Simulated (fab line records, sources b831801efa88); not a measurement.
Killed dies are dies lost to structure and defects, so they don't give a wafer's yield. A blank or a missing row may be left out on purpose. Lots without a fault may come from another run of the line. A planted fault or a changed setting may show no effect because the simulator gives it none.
fab line records | flow sky130
record lots=11 wafers=33 last_day=50
route steps=708 shown VIA3@589 VIA4@639
lots that met no fault: from a run of the same line without faults
start_h: hours from the record's first day to the start of the lot's first wafer shown | wait_h: hours since the lot's step before | " the same as in the row above | L1.1+2: a row that stands for several wafers | - no value, or no start given | * or withheld: withheld | < > ~ a bound
route shown NAME@n: a module of which the file shows steps, and the number in the route of the first | usual: mean/standard deviation of fault-free wafers | same: alike in all rows | chamber/n: place in a boat | sites: the reading at each site | _std_site: their standard deviation | _edge_site: outer sites' mean less inner sites' | radius_mm: how far each site lies from the wafer's centre | mask NAME#n: copy n | behind: the tool/chamber that last shaped the wafer | hold: why the lot was held/for how many hours/how that ended | device: the transistor (n, p or np) that didn't switch | end of line: the same wafers' tests at the end of the route | a step without rows: its recipe alone | killed: dies lost to structure and defects at the first sort, not the wafer's yield | map: a wafer's dies, x killed, . not, _ none there
set.NAME: the setting as run; set.NAME@STEP: as run at that earlier step | model.NAME: the simulator's own value behind a step, which no gauge read
steps of the route over a sample of lots; a table a step, a row a wafer
services: from which hour (start_h, from the record's first day; less than 0 if before it) a tool's chamber was out of use, for how many hours, and why
## steps
# step SKY_VIA3_STRIP_16
# recipe chemistry=O2/N2 power_w=1400 pressure_mtorr=1500 platen_temp_c=withheld o2_flow_sccm=3000 n2_flow_sccm=300 overash_fraction=0.5
# usual drypump_motor_current_A=5.65/0.24 oes_product_au=0.403/0.0045 strip_time_to_endpoint_s=4.138/0.027
# columns lot.wafer tool chamber start_h wait_h drypump_motor_current_A oes_product_au rf_hours_counter_h strip_time_to_endpoint_s
L781.3 plasma_asher-01 0 954.36 0.1 5.56 0.396 - 4.154
L781.5 " 0 " " 5.55 0.401 - 4.140
L781.6 " 1 " " 5.68 0.407 - 4.202
L782.3 plasma_asher-02 0 964.93 0.1 5.42 0.396 - 4.116
L782.4 " 1 " " 6.06 0.402 - 4.142
L782.5 " 0 " " 5.41 0.409 - 4.158
L783.1 plasma_asher-01 1 973.94 0.0 5.73 0.404 79 4.099
L783.4 " 1 " " 5.71 0.398 - 4.147
L783.6 " 1 " " 5.69 0.401 - 4.107
L784.1 plasma_asher-01 1 975.44 0.0 5.74 0.402 79 4.119
L784.4 " 0 " " 5.53 0.405 - 4.074
L784.6 " 0 " " 5.53 0.408 - 4.134
L785.2 plasma_asher-02 1 982.88 0.0 6.05 0.404 54 4.113
L785.4 " 1 " " 6.06 0.397 - 4.099
L785.6 " 0 " " 5.42 0.406 - 4.165
L786.2 plasma_asher-01 0 984.24 0.0 5.57 0.409 80 4.095
L786.3 " 0 " " 5.56 0.398 - 4.161
L786.5 " 0 " " 5.58 0.408 - 4.150
L787.2 plasma_asher-03 0 987.84 0.0 5.13 0.401 123 4.113
L787.5 " 0 " " 5.13 0.403 - 4.127
L787.6 " 1 " " 5.87 0.397 - 4.080
L788.2 plasma_asher-01 0 1002.19 0.0 5.56 0.398 82 4.169
L788.5 " 0 " " 5.56 0.409 - 4.169
L788.6 " 1 " " 5.73 0.402 - 4.169
L794.3 plasma_asher-01 0 1025.88 0.1 5.57 0.405 - 4.152
L794.4 " 1 " " 5.71 0.399 - 4.138
L794.5 " 0 " " 5.55 0.398 - 4.127
L796.1 plasma_asher-02 1 1036.19 0.0 6.04 0.401 59 4.127
L796.3 " 1 " " 6.03 0.401 - 4.154
L796.6 " 1 " " 6.02 0.400 - 4.142
L800.1 plasma_asher-02 1 1068.54 0.0 6.01 0.408 63 4.165
L800.3 " 0 " " 5.42 0.401 - 4.156
L800.6 " 0 " " 5.42 0.406 - 4.116
# step SKY_VIA4_HDPCVD_00
# recipe material=SiO2 target_thk_nm=1750 sigma_open_frac=0.3 time_s=291.7 temp_c=400 sih4_flow_sccm=60 pressure_mtorr=6
# usual sih4_flow_sccm=60.00/0.16
# columns lot.wafer tool chamber start_h wait_h sih4_flow_sccm
L781.3 hdpcvd-01 0 1005.26 0.0 60.27
L781.5 " 0 " " 60.28
L781.6 " 1 " " 60.19
L782.3 hdpcvd-02 2 1015.34 0.0 59.77
L782.4 " 2 " " 59.91
L782.5 " 1 " " 59.71
L783.1 hdpcvd-01 0 1023.61 0.0 60.09
L783.4 " 0 " " 59.75
L783.6 " 2 " " 60.17
L784.1 hdpcvd-02 0 1025.00 0.0 59.85
L784.4 " 0 " " 59.89
L784.6 " 1 " " 59.82
L785.2 hdpcvd-02 0 1031.60 0.0 60.11
L785.4 " 1 " " 60.03
L785.6 " 0 " " 60.18
L786.2 hdpcvd-02 0 1033.50 0.0 59.91
L786.3 " 2 " " 59.79
L786.5 " 2 " " 59.51
L787.2 hdpcvd-01 1 1036.79 0.0 59.95
L787.5 " 1 " " 60.20
L787.6 " 2 " " 59.83
L788.2 hdpcvd-01 1 1049.20 0.0 60.01
L788.5 " 2 " " 60.13
L788.6 " 0 " " 60.05
L794.3 hdpcvd-01 1 1072.96 0.0 90.04
L794.4 " 1 " " 89.92
L794.5 " 0 " " 89.81
L796.1 hdpcvd-01 0 1082.56 0.0 89.99
L796.3 " 1 " " 89.89
L796.6 " 2 " " 90.13
L800.1 hdpcvd-02 1 1113.56 0.0 60.16
L800.3 " 0 " " 60.14
L800.6 " 2 " " 60.13
# step SKY_VIA4_THK_MEAS_01
# recipe reads=SiO2_of_VIA4_HDPCVD_00
# usual VIA4_HDPCVD_THK=1743/24
# columns lot.wafer tool chamber start_h wait_h VIA4_HDPCVD_THK[nm]
L781.3 film_metro-01 - 1005.45 0.1 1757
L781.5 " - " " 1771
L781.6 " - " " 1760
L782.3 film_metro-01 - 1015.54 0.1 1728
L782.4 " - " " 1742
L782.5 " - " " 1755
L783.1 film_metro-02 - 1023.79 0.1 1772
L783.4 " - " " 1739
L783.6 " - " " 1733
L784.1 film_metro-03 - 1025.18 0.1 1691
L784.4 " - " " 1672
L784.6 " - " " 1741
L785.2 film_metro-02 - 1031.79 0.1 1725
L785.4 " - " " 1793
L785.6 " - " " 1720
L786.2 film_metro-03 - 1033.69 0.1 1697
L786.3 " - " " 1745
L786.5 " - " " 1743
L787.2 film_metro-03 - 1036.98 0.1 1715
L787.5 " - " " 1747
L787.6 " - " " 1733
L788.2 film_metro-01 - 1049.39 0.1 1726
L788.5 " - " " 1734
L788.6 " - " " 1790
L794.3 film_metro-03 - 1073.16 0.1 2618
L794.4 " - " " 2588
L794.5 " - " " 2649
L796.1 film_metro-02 - 1082.74 0.1 2643
L796.3 " - " " 2625
L796.6 " - " " 2629
L800.1 film_metro-02 - 1113.74 0.1 1764
L800.3 " - " " 1744
L800.6 " - " " 1748
# step SKY_VIA4_STRIP_13
# recipe chemistry=O2/N2 power_w=1400 pressure_mtorr=1500 platen_temp_c=withheld o2_flow_sccm=3000 n2_flow_sccm=300 overash_fraction=0.5
# usual drypump_motor_current_A=5.68/0.24 oes_product_au=0.709/0.0049 strip_time_to_endpoint_s=12.808/0.026
# columns lot.wafer tool chamber start_h wait_h drypump_motor_current_A oes_product_au rf_hours_counter_h strip_time_to_endpoint_s
L781.3 plasma_asher-04 0 1028.73 - 5.39 0.706 - 12.828
L781.5 " 0 " " 5.43 0.708 - 12.776
L781.6 " 1 " " 5.93 0.709 - 12.858
L782.3 plasma_asher-04 1 1037.72 - 5.90 0.716 - 12.776
L782.4 " 0 " " 5.42 0.716 - 12.847
L782.5 " 1 " " 5.91 0.709 - 12.772
L783.1 plasma_asher-01 1 1046.10 - 5.74 0.715 86 12.843
L783.4 " 1 " " 5.71 0.711 - 12.829
L783.6 " 0 " " 5.54 0.708 - 12.789
L784.1 plasma_asher-02 1 1047.55 - 6.06 0.703 60 12.767
L784.4 " 1 " " 6.03 0.713 - 12.790
L784.6 " 0 " " 5.41 0.706 - 12.790
L785.2 plasma_asher-02 1 1054.49 - 6.03 0.710 61 12.775
L785.4 " 1 " " 6.03 0.709 - 12.821
L785.6 " 1 " " 6.05 0.709 - 12.801
L786.2 plasma_asher-01 0 1056.40 - 5.54 0.708 87 12.799
L786.3 " 0 " " 5.56 0.705 - 12.831
L786.5 " 0 " " 5.54 0.707 - 12.780
L787.2 plasma_asher-01 1 1058.99 - 5.69 0.701 87 12.815
L787.5 " 0 " " 5.57 0.712 - 12.785
L787.6 " 1 " " 5.73 0.706 - 12.776
L788.2 plasma_asher-02 0 1071.64 - 5.42 0.715 63 12.798
L788.5 " 0 " " 5.44 0.702 - 12.798
L788.6 " 1 " " 6.03 0.700 - 12.825
L794.3 plasma_asher-04 0 1094.67 - 5.45 0.713 - 12.781
L794.4 " 1 " " 5.91 0.704 - 12.790
L794.5 " 0 " " 5.43 0.705 - 12.854
L796.1 plasma_asher-02 0 1104.09 - 5.41 0.703 67 12.792
L796.3 " 1 " " 6.03 0.716 - 12.819
L796.6 " 1 " " 6.02 0.715 - 12.808
L800.1 plasma_asher-01 0 1133.79 - 5.57 0.712 93 12.808
L800.3 " 0 " " 5.55 0.717 - 12.785
L800.6 " 1 " " 5.72 0.709 - 12.785
# step SKY_VIA4_CVD_18
# recipe material=W target_thk_nm=505 time_s=152.14 temp_c=400 pressure_torr=40
# usual heater_power_w=843/43
# columns lot.wafer tool chamber start_h wait_h heater_power_w since_wet_clean_h
L781.3 cvd_w-01 1 1029.40 0.1 794 -
L781.5 " 0 " " 861 -
L781.6 " 1 " " 805 -
L782.3 cvd_w-02 0 1038.43 0.1 874 -
L782.4 " 1 " " 811 -
L782.5 " 0 " " 869 -
L783.1 cvd_w-01 0 1046.75 0.0 866 643
L783.4 " 1 " " 786 -
L783.6 " 0 " " 858 -
L784.1 cvd_w-02 1 1048.20 0.0 807 130
L784.4 " 1 " " 808 -
L784.6 " 0 " " 894 -
L785.2 cvd_w-02 1 1055.15 0.0 839 137
L785.4 " 0 " " 860 -
L785.6 " 0 " " 904 -
L786.2 cvd_w-02 0 1057.05 0.0 872 139
L786.3 " 0 " " 926 -
L786.5 " 0 " " 906 -
L787.2 cvd_w-01 1 1059.68 0.0 824 656
L787.5 " 0 " " 882 -
L787.6 " 1 " " 782 -
L788.2 cvd_w-01 1 1072.29 0.0 791 668
L788.5 " 0 " " 872 -
L788.6 " 1 " " 810 -
L794.3 cvd_w-01 1 1095.34 0.1 800 -
L794.4 " 0 " " 879 -
L794.5 " 0 " " 861 -
L796.1 cvd_w-02 1 1104.77 0.0 791 187
L796.3 " 0 " " 908 -
L796.6 " 0 " " 916 -
L800.1 cvd_w-01 1 1134.45 0.0 800 730
L800.3 " 1 " " 810 -
L800.6 " 1 " " 798 -
## services
# columns tool chamber start_h hours kind
plasma_asher-02 - 934.73 2.8 pm
cvd_w-01 1 945.56 2.8 repair
hdpcvd-02 - 950.25 15.0 pm
hdpcvd-02 0 950.25 15.0 vent_cycle
hdpcvd-02 1 950.25 15.0 vent_cycle
hdpcvd-02 2 950.25 15.0 vent_cycle
hdpcvd-02 0 965.25 - clean
hdpcvd-02 1 965.25 - clean
hdpcvd-02 2 965.25 - clean
hdpcvd-02 0 1008.75 2.3 repair
plasma_asher-03 - 1055.25 9.0 pm
plasma_asher-03 0 1055.25 9.0 vent_cycle
plasma_asher-03 1 1055.25 9.0 vent_cycle
plasma_asher-03 0 1064.25 - clean
plasma_asher-03 1 1064.25 - clean
plasma_asher-01 - 1064.74 21.8 pm
hdpcvd-02 2 1083.67 6.3 repair
plasma_asher-03 - 1109.46 0.5 repair
plasma_asher-03 - 1115.73 8.5 repair
hdpcvd-02 - 1116.89 1.4 repair
cvd_w-02 - 1117.96 6.9 pm
hdpcvd-02 - 1118.32 2.8 pm
cvd_w-01 - 1124.86 6.9 pm
## key
first_sign step=SKY_VIA4_HDPCVD_00 reading=sih4_flow_sccm direction=up sigmas=99+ usual=60.00 struck=89.96
effect step=SKY_VIA4_THK_MEAS_01 reading=VIA4_HDPCVD_THK direction=up sigmas=36 usual=1743 struck=2625
met_at SKY_VIA4_HDPCVD_00
struck_lots L794,L796
not_acting_at SKY_VIA3_STRIP_16,SKY_VIA4_STRIP_13,SKY_VIA4_CVD_18
onset_between 1049.20 1072.96
fault kind=process_parameter_drift tool=hdpcvd-01 chamber=- onset_h=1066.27 steps=SKY_VIA4_HDPCVD_00 channel=sih4_flow_sccm offset=30 shape=step end_h=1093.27 acts_in=these_recipes_only stated=60
